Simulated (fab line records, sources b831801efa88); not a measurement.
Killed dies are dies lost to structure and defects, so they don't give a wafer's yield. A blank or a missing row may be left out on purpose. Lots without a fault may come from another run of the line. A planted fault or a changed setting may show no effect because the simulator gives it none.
fab line records | flow sky130
record lots=14 wafers=42 last_day=50
route steps=708 shown METAL2@501 VIA2@509
lots that met no fault: from a run of the same line without faults
start_h: hours from the record's first day to the start of the lot's first wafer shown | wait_h: hours since the lot's step before | " the same as in the row above | L1.1+2: a row that stands for several wafers | - no value, or no start given | * or withheld: withheld | < > ~ a bound
route shown NAME@n: a module of which the file shows steps, and the number in the route of the first | usual: mean/standard deviation of fault-free wafers | same: alike in all rows | chamber/n: place in a boat | sites: the reading at each site | _std_site: their standard deviation | _edge_site: outer sites' mean less inner sites' | radius_mm: how far each site lies from the wafer's centre | mask NAME#n: copy n | behind: the tool/chamber that last shaped the wafer | hold: why the lot was held/for how many hours/how that ended | device: the transistor (n, p or np) that didn't switch | end of line: the same wafers' tests at the end of the route | a step without rows: its recipe alone | killed: dies lost to structure and defects at the first sort, not the wafer's yield | map: a wafer's dies, x killed, . not, _ none there
set.NAME: the setting as run; set.NAME@STEP: as run at that earlier step | model.NAME: the simulator's own value behind a step, which no gauge read
steps of the route over a sample of lots; a table a step, a row a wafer
services: from which hour (start_h, from the record's first day; less than 0 if before it) a tool's chamber was out of use, for how many hours, and why
## steps
# step SKY_METAL2_ETCH_18
# recipe chemistry=N2/H2 target=BARC ion_energy_ev=200 bias_w=100 pressure_mtorr=30 n2_flow_sccm=100 h2_flow_sccm=200 icp_w=500 stop_on=SiO2 time_s=45.9 target_depth_a=600
# usual chamber_pressure_mTorr=30.005/0.028 drypump_motor_current_A=5.69/0.23 oes_product_au=0.854/0.0049 run_length_s=74.7/0.92 throttle_valve_pct=13.226/0.0091
# columns lot.wafer tool chamber start_h wait_h chamber_pressure_mTorr drypump_motor_current_A oes_product_au rf_hours_counter_h run_length_s throttle_valve_pct
L233.2 rie_metal-04 0 820.39 0.0 29.932 5.47 0.856 1 74.3 13.231
L233.4 " 0 " " 29.982 5.44 0.850 - 74.4 13.223
L233.5 " 1 " " 30.015 5.97 0.849 - 74.8 13.217
L234.2 rie_metal-03 0 837.10 0.0 30.001 5.94 0.861 10 77.3 13.237
L234.4 " 1 " " 30.056 5.67 0.844 - 76.7 13.230
L234.6 " 1 " " 30.033 5.66 0.857 - 77.0 13.203
L235.1 rie_metal-02 1 841.69 0.0 30.003 5.50 0.852 10 75.3 13.236
L235.2 " 0 " " 29.989 5.48 0.858 1 74.7 13.231
L235.6 " 0 " " 29.986 5.48 0.847 - 74.6 13.216
L236.2 rie_metal-03 0 855.74 0.0 30.012 5.92 0.847 11 74.4 13.238
L236.5 " 1 " " 30.054 5.68 0.848 - 73.9 13.226
L236.6 " 0 " " 30.028 5.93 0.852 - 74.7 13.238
L237.1 rie_metal-03 0 861.10 0.0 29.982 5.99 0.855 11 74.2 13.227
L237.5 " 0 " " 30.015 5.97 0.859 - 75.0 13.220
L237.6 " 1 " " 29.993 5.68 0.852 - 73.7 13.209
L238.1 rie_metal-04 0 867.54 0.0 29.981 5.41 0.856 3 74.8 13.234
L238.2 " 1 " " 30.003 5.90 0.852 5 74.6 13.232
L238.5 " 1 " " 29.993 5.91 0.860 - 74.5 13.243
L239.1 rie_metal-03 0 874.09 0.0 29.980 5.94 0.856 12 74.8 13.219
L239.4 " 0 " " 30.051 5.93 0.856 - 74.4 13.240
L239.5 " 1 " " 30.043 5.65 0.852 - 73.7 13.228
L240.2 rie_metal-04 0 887.14 0.0 30.016 5.38 0.856 4 74.1 13.212
L240.5 " 0 " " 29.944 5.40 0.855 - 74.3 13.242
L240.6 " 1 " " 30.004 5.97 0.858 - 74.5 13.222
L243.3 rie_metal-03 1 907.06 0.0 29.970 5.68 0.853 - 73.8 13.226
L243.4 " 0 " " 30.035 5.94 0.851 - 74.4 13.229
L243.5 " 1 " " 29.948 5.70 0.847 - 73.9 13.223
L247.3 rie_metal-02 0 932.87 0.0 30.020 5.46 0.855 - 74.6 13.229
L247.4 " 1 " " 29.910 5.49 0.855 - 74.9 13.213
L247.5 " 1 " " 30.072 5.49 0.852 - 74.8 13.230
L249.1 rie_metal-03 0 945.54 0.0 29.973 5.98 0.848 15 74.3 13.224
L249.2 " 1 " " 29.986 5.69 0.860 11 74.0 13.220
L249.6 " 1 " " 29.997 5.68 0.865 - 73.5 13.242
L250.2 rie_metal-04 0 953.10 0.0 30.005 5.45 0.851 7 74.3 13.228
L250.4 " 0 " " 30.042 5.42 0.859 - 74.4 13.214
L250.6 " 1 " " 30.015 5.95 0.851 - 74.7 13.234
L254.4 rie_metal-04 0 983.12 0.0 30.017 5.42 0.851 - 74.7 13.235
L254.5 " 1 " " 30.057 5.96 0.853 - 74.6 13.217
L254.6 " 0 " " 29.987 5.39 0.864 - 74.1 13.223
L256.1 rie_metal-04 1 1000.40 0.0 30.015 5.92 0.852 12 74.8 13.216
L256.4 " 1 " " 30.037 5.94 0.858 - 74.5 13.234
L256.6 " 1 " " 29.991 5.95 0.852 - 74.6 13.204
# step SKY_METAL2_STRIP_20
# recipe chemistry=O2/N2 power_w=1400 pressure_mtorr=1500 platen_temp_c=withheld o2_flow_sccm=3000 n2_flow_sccm=300 overash_fraction=0.5
# usual chamber_pressure_mTorr=1500.1/1.3 drypump_motor_current_A=5.5/0.32 oes_product_au=0.343/0.0043 strip_time_to_endpoint_s=2.69/0.033
# same overash_fraction=0.5
# columns lot.wafer tool chamber start_h wait_h chamber_pressure_mTorr drypump_motor_current_A oes_product_au rf_hours_counter_h strip_time_to_endpoint_s
L233.2 plasma_asher-01 1 820.55 0.1 1499.9 5.6 0.342 70 2.70
L233.4 " 0 " " 1499.1 5.7 0.350 - 2.72
L233.5 " 1 " " 1500.6 5.6 0.344 - 2.65
L234.2 plasma_asher-03 1 837.31 0.1 1499.5 5.7 0.341 39 2.64
L234.4 " 1 " " 1503.4 5.7 0.341 - 2.66
L234.6 " 1 " " 1500.3 5.7 0.340 - 2.70
L235.1 plasma_asher-01 0 841.85 0.1 1499.0 5.7 0.339 73 2.64
L235.2 " 1 " " 1500.2 5.6 0.348 73 2.68
L235.6 " 1 " " 1498.4 5.6 0.335 - 2.68
L236.2 plasma_asher-02 1 855.90 0.1 1497.9 5.0 0.345 12 2.67
L236.5 " 0 " " 1499.2 5.9 0.337 - 2.68
L236.6 " 1 " " 1502.1 5.0 0.337 - 2.69
L237.1 plasma_asher-01 1 861.25 0.1 1499.0 5.6 0.346 75 2.69
L237.5 " 0 " " 1500.6 5.7 0.334 - 2.69
L237.6 " 1 " " 1499.7 5.6 0.346 - 2.69
L238.1 plasma_asher-03 1 867.70 0.1 1500.6 5.7 0.345 41 2.71
L238.2 " 0 " " 1501.8 4.9 0.345 41 2.60
L238.5 " 0 " " 1500.2 5.0 0.338 - 2.63
L239.1 plasma_asher-01 0 874.25 0.1 1501.7 5.7 0.337 76 2.72
L239.4 " 0 " " 1500.0 5.7 0.341 - 2.73
L239.5 " 0 " " 1496.9 5.7 0.345 - 2.74
L240.2 plasma_asher-03 0 887.30 0.1 1499.6 4.9 0.351 43 2.73
L240.5 " 0 " " 1501.3 4.9 0.339 - 2.70
L240.6 " 1 " " 1500.5 5.6 0.341 - 2.68
L243.3 plasma_asher-03 1 907.23 0.1 1497.8 5.7 0.338 - 2.72
L243.4 " 0 " " 1501.6 4.9 0.340 - 2.74
L243.5 " 1 " " 1501.4 5.7 0.349 - 2.71
L247.3 plasma_asher-01 1 933.03 0.1 1497.1 5.6 0.343 - 2.67
L247.4 " 0 " " 1497.6 5.7 0.345 - 2.68
L247.5 " 0 " " 1499.9 5.8 0.347 - 2.68
L249.1 plasma_asher-03 0 945.70 0.1 1501.4 4.9 0.348 48 2.77
L249.2 " 1 " " 1497.2 5.7 0.348 48 2.69
L249.6 " 0 " " 1498.3 4.9 0.340 - 2.71
L250.2 plasma_asher-01 0 953.25 0.1 1500.7 5.7 0.342 85 2.75
L250.4 " 0 " " 1500.4 5.7 0.338 - 2.73
L250.6 " 0 " " 1499.5 5.7 0.352 - 2.70
L254.4 plasma_asher-01 1 983.29 0.1 1500.2 5.6 0.343 - 2.72
L254.5 " 1 " " 1498.0 5.6 0.346 - 2.72
L254.6 " 0 " " 1500.1 5.7 0.348 - 2.72
L256.1 plasma_asher-03 0 1000.55 0.1 1499.6 4.9 0.343 53 2.68
L256.4 " 1 " " 1499.6 5.7 0.343 - 2.69
L256.6 " 0 " " 1499.3 4.9 0.351 - 2.67
# step SKY_VIA2_CMP_02
# recipe material=SiO2 down_force_psi=4 platen_rpm=60 pad_velocity_m_s=0.94248
# usual head_pressure_psi=4.000/0.0097 motor_current_A=12.1/1.5
# columns lot.wafer tool chamber start_h wait_h head_pressure_psi motor_current_A
L233.2 cmp-02 1 821.32 0.0 3.981 9.4
L233.4 " 3 " " 3.970 12.4
L233.5 " 2 " " 3.993 12.8
L234.4 cmp-01 1 838.13 0.1 3.989 12.1
L234.2 " 2 " " 4.016 15.0
L234.6 " 1 " " 4.003 11.4
L235.2 cmp-01 1 842.73 0.1 3.992 12.0
L235.1 " 3 " " 3.997 10.6
L235.6 " 1 " " 3.991 12.1
L236.2 cmp-01 0 856.68 0.0 3.999 12.7
L236.5 " 0 " " 4.012 13.2
L236.6 " 1 " " 4.008 12.5
L237.1 cmp-01 3 862.56 0.1 4.011 10.3
L237.6 " 3 " " 4.001 10.3
L237.5 " 0 " " 4.012 12.5
L238.2 cmp-01 1 868.73 0.1 4.014 11.9
L238.1 " 2 " " 4.009 14.8
L238.5 " 0 " " 4.009 12.5
L239.1 cmp-01 3 875.16 0.1 4.007 10.1
L239.4 " 1 " " 4.004 12.1
L239.5 " 0 " " 4.001 13.1
L240.2 cmp-01 0 888.26 0.2 3.982 12.4
L240.6 " 1 " " 4.004 11.8
L240.5 " 2 " " 3.987 13.7
L243.3 cmp-01 1 908.01 0.0 3.991 11.9
L243.4 " 0 " " 3.988 12.9
L243.5 " 2 " " 4.000 14.3
L247.4 cmp-02 0 933.83 0.1 4.008 12.3
L247.3 " 1 " " 4.014 10.0
L247.5 " 3 " " 4.017 11.8
L249.1 cmp-01 1 946.51 0.1 3.996 12.0
L249.2 " 0 " " 4.022 12.3
L249.6 " 2 " " 4.013 14.1
L250.4 cmp-01 1 954.03 0.0 4.015 12.5
L250.2 " 2 " " 3.994 14.6
L250.6 " 2 " " 4.006 14.6
L254.4 cmp-01 3 984.13 0.1 4.006 11.1
L254.6 " 1 " " 3.999 12.0
L254.5 " 2 " " 3.988 13.9
L256.4 cmp-02 1 1001.77 0.5 3.997 9.2
L256.1 " 3 " " 4.009 12.3
L256.6 " 2 " " 3.998 12.5
# step SKY_VIA2_ETCH_14
# recipe chemistry=N2/H2 target=BARC ion_energy_ev=200 source_w=500 bias_w=100 pressure_mtorr=30 n2_flow_sccm=100 h2_flow_sccm=200 stop_on=SiO2 time_s=45.9 target_depth_a=600
# usual chamber_pressure_mTorr=30.00/0.049 drypump_motor_current_A=5.89/0.28 oes_product_au=0.855/0.005 run_length_s=74.3/0.51 throttle_valve_pct=13.225/0.0089
# columns lot.wafer tool chamber start_h wait_h chamber_pressure_mTorr drypump_motor_current_A oes_product_au rf_hours_counter_h run_length_s throttle_valve_pct
L233.2 rie_diel-03 3 847.29 0.0 29.97 5.21 0.860 11 73.2 13.234
L233.4 " 0 " " 29.99 6.10 0.860 - 74.0 13.223
L233.5 " 3 " " 29.99 5.24 0.842 - 73.1 13.207
L234.2 rie_diel-04 0 865.14 0.0 29.98 5.86 0.854 15 74.8 13.241
L234.4 " 3 " " 30.03 5.62 0.853 8 74.0 13.224
L234.6 " 0 " " 29.97 5.85 0.848 - 74.7 13.232
L235.1 rie_diel-02 0 869.22 0.0 30.03 5.70 0.861 13 74.3 13.229
L235.2 " 2 " " 30.00 5.71 0.853 26 74.5 13.224
L235.6 " 1 " " 29.98 6.01 0.855 - 75.5 13.230
L236.2 rie_diel-03 3 882.81 0.0 30.00 5.21 0.853 13 73.3 13.241
L236.5 " 3 " " 30.02 5.23 0.854 - 73.4 13.223
L236.6 " 2 " " 30.03 6.04 0.856 - 74.4 13.226
L237.1 rie_diel-02 2 888.99 0.0 29.96 5.72 0.851 26 74.2 13.230
L237.5 " 2 " " 30.00 5.74 0.854 - 74.2 13.219
L237.6 " 3 " " 29.97 6.18 0.849 - 73.5 13.219
L238.1 rie_diel-03 1 894.51 0.0 29.99 6.41 0.855 10 73.4 13.232
L238.2 " 2 " " 29.94 6.05 0.852 1 74.4 13.222
L238.5 " 0 " " 30.00 6.12 0.859 - 74.1 13.212
L239.1 rie_diel-04 0 901.59 0.0 30.03 5.87 0.854 16 74.9 13.212
L239.4 " 3 " " 30.03 5.63 0.845 9 74.2 13.223
L239.5 " 0 " " 30.05 5.89 0.857 - 74.8 13.229
L240.2 rie_diel-02 2 914.02 0.0 30.03 5.73 0.859 27 74.3 13.230
L240.5 " 0 " " 30.02 5.69 0.860 - 74.1 13.222
L240.6 " 2 " " 29.97 5.74 0.855 - 75.1 13.229
L243.3 rie_diel-02 3 933.42 0.0 30.03 6.16 0.990 17 65.0 13.253
L243.4 " 2 " " 30.01 5.72 1.012 28 66.3 13.234
L243.5 " 1 " " 30.01 6.01 1.001 - 67.1 13.221
L247.3 rie_diel-02 3 958.87 0.0 29.98 6.16 1.002 17 65.8 13.213
L247.4 " 2 " " 30.01 5.72 1.008 28 66.1 13.249
L247.5 " 0 " " 30.55 5.71 1.002 - 65.6 13.252
L249.1 rie_diel-04 0 971.36 0.0 30.02 5.86 0.849 18 74.8 13.217
L249.2 " 3 " " 30.02 5.64 0.859 11 74.4 13.225
L249.6 " 0 " " 30.03 5.86 0.855 - 75.1 13.209
L250.2 rie_diel-04 3 978.99 0.0 29.99 5.64 0.856 11 74.4 13.229
L250.4 " 2 " " 30.02 6.04 0.846 12 74.8 13.226
L250.6 " 0 " " 30.00 5.86 0.855 - 74.8 13.237
L254.4 rie_diel-03 1 1008.02 0.0 30.04 6.42 0.853 13 73.3 13.225
L254.5 " 3 " " 29.98 5.23 0.847 - 73.4 13.231
L254.6 " 2 " " 30.00 6.04 0.855 - 73.9 13.220
L256.1 rie_diel-02 3 1025.48 0.0 30.00 6.17 0.855 19 73.9 13.220
L256.4 " 2 " " 29.98 5.75 0.859 30 74.5 13.220
L256.6 " 0 " " 30.03 5.69 0.853 - 74.0 13.221
# step SKY_VIA2_STRIP_16
# recipe chemistry=O2/N2 power_w=1400 pressure_mtorr=1500 platen_temp_c=withheld o2_flow_sccm=3000 n2_flow_sccm=300 overash_fraction=0.5
# usual chamber_pressure_mTorr=1499.9/1.4 drypump_motor_current_A=5.5/0.46 oes_product_au=0.398/0.0045 strip_time_to_endpoint_s=4.049/0.025
# same overash_fraction=0.5
# columns lot.wafer tool chamber start_h wait_h chamber_pressure_mTorr drypump_motor_current_A oes_product_au rf_hours_counter_h strip_time_to_endpoint_s
L233.2 plasma_asher-01 0 847.39 0.0 1498.8 5.7 0.395 73 4.042
L233.4 " 1 " " 1498.7 5.6 0.407 - 4.063
L233.5 " 1 " " 1500.8 5.6 0.398 - 4.036
L234.2 plasma_asher-04 0 865.24 0.0 1500.1 6.2 0.399 104 4.041
L234.4 " 0 " " 1497.8 6.2 0.400 - 4.041
L234.6 " 1 " " 1497.9 4.8 0.402 - 4.031
L235.1 plasma_asher-01 0 869.32 0.0 1500.0 5.7 0.403 76 4.057
L235.2 " 1 " " 1501.1 5.6 0.394 76 4.016
L235.6 " 0 " " 1499.8 5.7 0.403 - 4.062
L236.2 plasma_asher-03 0 882.92 0.0 1501.8 4.9 0.400 42 4.060
L236.5 " 1 " " 1499.7 5.7 0.407 - 4.062
L236.6 " 0 " " 1499.7 4.9 0.397 - 4.052
L237.1 plasma_asher-01 0 889.09 0.0 1500.2 5.7 0.394 78 4.054
L237.5 " 1 " " 1499.2 5.6 0.390 - 4.023
L237.6 " 0 " " 1499.1 5.7 0.401 - 4.047
L238.1 plasma_asher-04 0 894.62 0.0 1500.9 6.2 0.397 107 4.061
L238.2 " 1 " " 1498.5 4.8 0.399 107 4.005
L238.5 " 1 " " 1501.4 4.8 0.402 - 4.067
L239.1 plasma_asher-01 0 901.69 0.0 1501.5 5.7 0.392 80 4.067
L239.4 " 1 " " 1502.9 5.6 0.399 - 4.057
L239.5 " 0 " " 1500.4 5.7 0.398 - 4.087
L240.2 plasma_asher-01 1 914.12 0.0 1501.7 5.6 0.403 81 4.008
L240.5 " 0 " " 1500.3 5.7 0.395 - 4.052
L240.6 " 1 " " 1499.3 5.6 0.395 - 4.005
L243.3 plasma_asher-04 0 933.56 0.1 1498.6 6.2 0.398 - 4.143
L243.4 " 1 " " 1498.7 4.8 0.396 - 4.123
L243.5 " 0 " " 1500.1 6.2 0.397 - 4.107
L247.3 plasma_asher-03 0 959.01 0.1 1499.1 4.9 0.403 - 4.150
L247.4 " 1 " " 1499.6 5.7 0.395 - 4.150
L247.5 " 1 " " 1500.5 5.7 0.400 - 4.147
L249.1 plasma_asher-01 1 971.47 0.0 1499.1 5.6 0.399 87 4.074
L249.2 " 0 " " 1500.1 5.7 0.399 87 4.024
L249.6 " 1 " " 1498.8 5.6 0.400 - 4.059
L250.2 plasma_asher-03 1 979.09 0.0 1502.8 5.7 0.400 51 4.007
L250.4 " 1 " " 1499.5 5.7 0.399 - 4.065
L250.6 " 1 " " 1501.5 5.7 0.404 - 4.068
L254.4 plasma_asher-03 0 1008.16 0.1 1502.3 4.9 0.402 - 4.055
L254.5 " 0 " " 1498.0 4.9 0.404 - 4.027
L254.6 " 1 " " 1499.8 5.7 0.400 - 4.050
L256.1 plasma_asher-01 0 1025.59 0.0 1498.3 5.7 0.393 92 4.042
L256.4 " 0 " " 1501.4 5.7 0.400 - 4.011
L256.6 " 0 " " 1497.3 5.7 0.393 - 4.050
## services
# columns tool chamber start_h hours kind
plasma_asher-03 - 800.42 5.0 repair
cmp-01 - 816.59 2.8 repair
rie_diel-02 3 819.72 7.0 repair
rie_diel-02 2 837.86 4.6 repair
plasma_asher-03 - 850.70 15.1 repair
plasma_asher-01 - 859.13 0.9 repair
plasma_asher-01 - 864.60 0.7 repair
cmp-01 - 877.65 3.1 repair
rie_diel-02 - 889.46 14.6 pm
plasma_asher-03 - 895.81 5.2 repair
rie_diel-03 - 896.80 15.6 pm
rie_diel-04 1 903.66 8.8 repair
rie_metal-04 - 910.39 1.4 pm
rie_diel-03 - 912.40 14.6 pm
rie_diel-02 3 913.22 3.4 repair
plasma_asher-03 - 939.72 4.4 repair
cmp-01 - 954.59 2.3 repair
plasma_asher-03 - 963.27 1.4 repair
rie_diel-02 2 988.96 4.2 repair
cmp-01 - 994.39 6.2 repair
cmp-01 - 1000.56 3.0 pm
rie_diel-02 0 1002.51 5.0 repair
cmp-01 - 1012.71 1.3 repair
plasma_asher-01 - 1014.60 1.4 repair
## key
first_sign step=SKY_VIA2_ETCH_14 reading=oes_product_au direction=up sigmas=29 usual=0.855 struck=1.003
effect step=SKY_VIA2_ETCH_14 reading=run_length_s direction=down sigmas=16 usual=* struck=*
effect step=SKY_VIA2_STRIP_16 reading=strip_time_to_endpoint_s direction=up sigmas=3.6 usual=* struck=*
met_at SKY_VIA2_ETCH_14
struck_lots L243,L247
sort_left_out L243.3,L243.4,L243.5,L247.3,L247.4,L247.5
not_acting_at SKY_METAL2_ETCH_18,SKY_METAL2_STRIP_20,SKY_VIA2_CMP_02
onset_between 914.02 933.42
fault kind=process_parameter_drift tool=rie_diel-02 chamber=- onset_h=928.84 steps=SKY_VIA2_ETCH_14 channel=time_s offset=* shape=step end_h=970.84 acts_in=* stated=*
# sort_left_out: the simulated sort isn't trusted on such a fault, so these wafers' sort isn't shown, and their yield isn't known
